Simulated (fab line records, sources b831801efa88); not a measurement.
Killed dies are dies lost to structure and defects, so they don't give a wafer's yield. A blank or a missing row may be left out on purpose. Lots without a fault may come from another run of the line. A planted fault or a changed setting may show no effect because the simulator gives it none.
Problem report in the 8D (eight disciplines) form, filled by code | flow sky130 | the parts of the form that need people (team, actions taken, sign-off) are left out

1. THE PROBLEM
LDD_HVP_TW at SKY_LDD_HVP_TW_MEAS_10 reads a mean of 482 on 9 wafers of 3 lots; wafers without a fault read 460 with a standard deviation of 4. That is +5.5 standard deviations from the usual mean.
First seen on wafer L611.3, day 25 12:47, on film_metro-04. The record holds 36 wafers of 12 lots with a number at this step. Rule for "out", or "out of limits": more than 4 standard deviations from the usual mean. The other wafers with a number count as sound.

2. WHAT IT IS AND WHAT IT IS NOT
question                    | is                           | is not
which readings at this step | LDD_HVP_TW                   | -
which lots                  | L611, L614, L615             | L601, L602, L605, L607, L609, L620, L621, L622, L623
which wafers of those lots  | all that have a number       | -
read on which gauges        | film_metro-01, film_metro-04 | film_metro-03
when                        | from day 25 12:47            | up to then (15 sound wafers); but 12 sound wafers of L620, L621, L622, L623 came after

3. SUSPECTS, AND WHAT RULES EACH OUT
Counting: a tool at a process step up to the reading stays a suspect if it ran every lot that is out and no sound lot after the first of them.
- the gauge at SKY_LDD_HVP_TW_MEAS_10: ruled out. The wafers that are out were read on 2 gauges (film_metro-01, film_metro-04).
- implanter-01 at SKY_LDD_HVP_IMPLANT_08: ruled out as a lasting fault. Sound lots L622 ran on it after its first lot that is out, L611 (day 25 12:34).
Left after counting: nothing in the record.

4. THE CAUSE (what the simulator had put in)
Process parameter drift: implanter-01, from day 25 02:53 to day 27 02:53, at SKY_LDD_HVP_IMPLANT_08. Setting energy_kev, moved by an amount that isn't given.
Counting ruled it out, wrongly: the rule takes a fault to strike every lot that its tool runs from its start on, and this one did not.

5. THE CHAIN OF EFFECTS, in route order
Each row: a reading whose mean over the struck wafers that have a number lies more than 3 standard deviations from the usual. Only readings for which the record gives a usual standard deviation are gone through. hours: the time from each lot's start at the first step in this table that gives one to its start at this step, as a median over the lots. sigmas: the change in usual standard deviations.
hours | step                   | reading         | usual  | on struck wafers | change | sigmas
0     | SKY_LDD_HVP_IMPLANT_08 | beam_energy_keV | 19.999 | 24.959           | +4.960 | +99 or more
0     | SKY_LDD_HVP_TW_MEAS_10 | LDD_HVP_TW      | 460    | 482              | +22    | +5.5
The process steps in it:
- SKY_LDD_HVP_IMPLANT_08

6. WHAT WOULD HAVE CAUGHT IT SOONER
In this record the first reading out of limits at a measuring or inspecting step was taken at day 25 12:47, 10 hours after the fault began at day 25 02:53.
The tool's own readings at SKY_LDD_HVP_IMPLANT_08 were out on every struck wafer that the step has a row for (beam_energy_keV): an alarm limit on them would have fired on the first of those.
